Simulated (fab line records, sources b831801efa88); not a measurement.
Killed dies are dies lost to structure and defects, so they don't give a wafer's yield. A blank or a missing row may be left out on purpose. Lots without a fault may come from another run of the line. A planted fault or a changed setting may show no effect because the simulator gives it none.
One fault seen from 2 desks | flow gf180mcu | each desk has only its own numbers; what lay behind them comes last

THE METROLOGY DESK
What the gauges read, lot by lot, whatever tool the lot ran on: means of the sampled wafers that have a number. A lot is out of limits, marked OUT, if its mean lies more than 4 standard deviations from the usual mean; the brackets give that distance.
Columns: A = TOP_METAL_OVL at GF_TOP_METAL_OVL_MEAS_15, usual -0.7 nm
lot  | first seen here | A
L422 | day 28 04:10    | -0.8
L423 | day 28 11:14    | -1.3
L424 | day 28 18:52    | -0.8
L426 | day 29 11:32    | -0.4
L427 | day 29 20:05    | 0.2
L428 | day 30 06:39    | -0.6
L429 | day 30 07:15    | -0.2
L430 | day 30 21:35    | -2.5
L431 | day 31 06:16    | 0.1
L433 | day 31 14:11    | 0.5
L436 | day 32 10:47    | -1.8
L444 | day 34 04:41    | 0.3
L445 | day 34 13:19    | -0.4
This desk's finding: nothing out of limits on any of the 13 lots.

THE TOOL OWNER'S DESK: hdpcvd-01
The tool's own readings at GF_V2_CVD_00 (deposits SiO2, target thk 600 nm, time 100 s): means of the sampled wafers that have a number, for each lot that ran on this tool. A lot is out of limits, marked OUT, if its mean lies more than 4 standard deviations from the usual mean; the brackets give that distance.
Columns: A = sih4_flow_sccm at GF_V2_CVD_00, usual 60.01 sccm
lot  | first seen here | A
L422 | day 19 07:01    | 59.89
L423 | day 19 13:53    | 60.33
L424 | day 20 00:31    | 59.93
L426 | day 20 20:49    | 59.96
L427 | day 21 08:08    | 60.12
L429 | day 21 23:07    | 59.83
L430 | day 22 15:14    | 60.14
L431 | day 23 06:05    | 59.94
L433 | day 23 14:35    | 59.82
L436 | day 24 15:01    | 60.07
L445 | day 27 11:25    | 60.10
This desk's finding: nothing out of limits on any of the 11 lots.

PUT TOGETHER
The metrology desk saw nothing out of limits.
The tool owner's desk saw nothing out of limits.

WHAT THE SIMULATOR HAD PUT IN
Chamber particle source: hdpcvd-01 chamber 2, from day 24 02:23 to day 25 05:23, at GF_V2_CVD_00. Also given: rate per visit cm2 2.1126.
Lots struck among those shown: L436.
